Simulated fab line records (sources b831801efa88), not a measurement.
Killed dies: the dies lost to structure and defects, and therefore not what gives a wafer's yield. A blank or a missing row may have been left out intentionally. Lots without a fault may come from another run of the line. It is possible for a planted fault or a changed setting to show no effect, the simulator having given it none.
Problem report, 8D (eight disciplines) form, completed by code -- flow sky130 -- the parts of the form that need people (team, actions taken, sign-off) are left out

1. THE PROBLEM
At SKY_PAD_OPEN_PROBE_99, killed_at_M0_to_M3 averages 90 over 9 wafers from 3 lots, while fault-free wafers read 42, standard deviation 6.6. That is +7.3 standard deviations from the usual mean.
Seen first at day 48 23:41 on prober-01, wafer L861.1. At this step, 15 wafers from 5 lots have a number in the record. The rule behind "out" and "out of limits": a value lying over 4 standard deviations away from the usual mean. Any other wafer with a number is counted as sound.

2. WHAT IT IS, WHAT IT ISN'T
question,is,is not
which readings at this step,killed_at_M0_to_M3,"killed_at_M4_up, killed at other, killed open, killed short"
which lots,"L861, L863, L864","L849, L852"
which wafers of those lots,all that have a number,-
read on which tools,"prober-01, prober-02",-
when,from day 48 23:41,up to then (6 sound wafers)

3. SUSPECTS, AND WHAT RULES EACH OUT
Counting: a tool at a process step up to the reading stays a suspect if it ran every lot that is out and no sound lot after the first of them.
- plasma asher-01 at SKY_VIA3_STRIP_16 (strips in O2/N2): kept. It ran every lot that is out, first L861 (day 43 12:28), and no sound lot after that; its last sound lot up to then is L849 (day 39 10:13).
The count leaves plasma asher-01 at SKY_VIA3_STRIP_16.

4. THE CAUSE (what the simulator had put in)
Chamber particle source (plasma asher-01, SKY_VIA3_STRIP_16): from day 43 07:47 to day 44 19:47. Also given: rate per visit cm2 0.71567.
After counting, this tool was the only one left.

5. THE EFFECT CHAIN, in route order
One row per reading whose mean, taken over the struck wafers that have a number, lies over 3 standard deviations from the usual. Only readings for which the record gives a usual standard deviation are gone through. hours: the time from each lot's start at the first step in this table that gives one to its start at this step, as a median over the lots. sigmas: the change in usual standard deviations.
hours,step,reading,usual,on struck wafers,change,sigmas
0,SKY_PAD_OPEN_PROBE_99,defect limited yield,82.5 %,73.7,-8.8,-4.9
0,SKY_PAD_OPEN_PROBE_99,killed_at_M0_to_M3,42,90,+48,+7.3
0,SKY_PAD_OPEN_PROBE_99,killed dies,86,129,+43,+5.1
0,SKY_PAD_OPEN_PROBE_99,sort_bin_3_pad_short,0.8 %,2.3,+1.5,+3.6
0,SKY_PAD_OPEN_PROBE_99,sort_bin_5_function,10.6 %,17.2,+6.6,+4.4
0,SKY_PAD_OPEN_PROBE_99,sort n pass,406,363,-43,-5.1
0,SKY_PAD_OPEN_PROBE_99,sort yield pct,82.5 %,73.7,-8.8,-4.9
Process steps it contains:
- SKY_PAD_OPEN_PROBE_99

6. WHAT WOULD HAVE CAUGHT IT SOONER
In this record the first reading out of limits was taken at day 48 23:41, 136 hours after the fault began at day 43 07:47.
Of the tool readings at SKY_VIA3_STRIP_16 for which the record gives a usual standard deviation, none was out on any struck wafer, so an alarm limit of 4 standard deviations on them would not have fired.
By day 48 23:41 the whole set of lots that are out, 3 in number, had already begun SKY_VIA3_STRIP_16 on plasma asher-01. Tool hold at that time: it would have spared none of them.
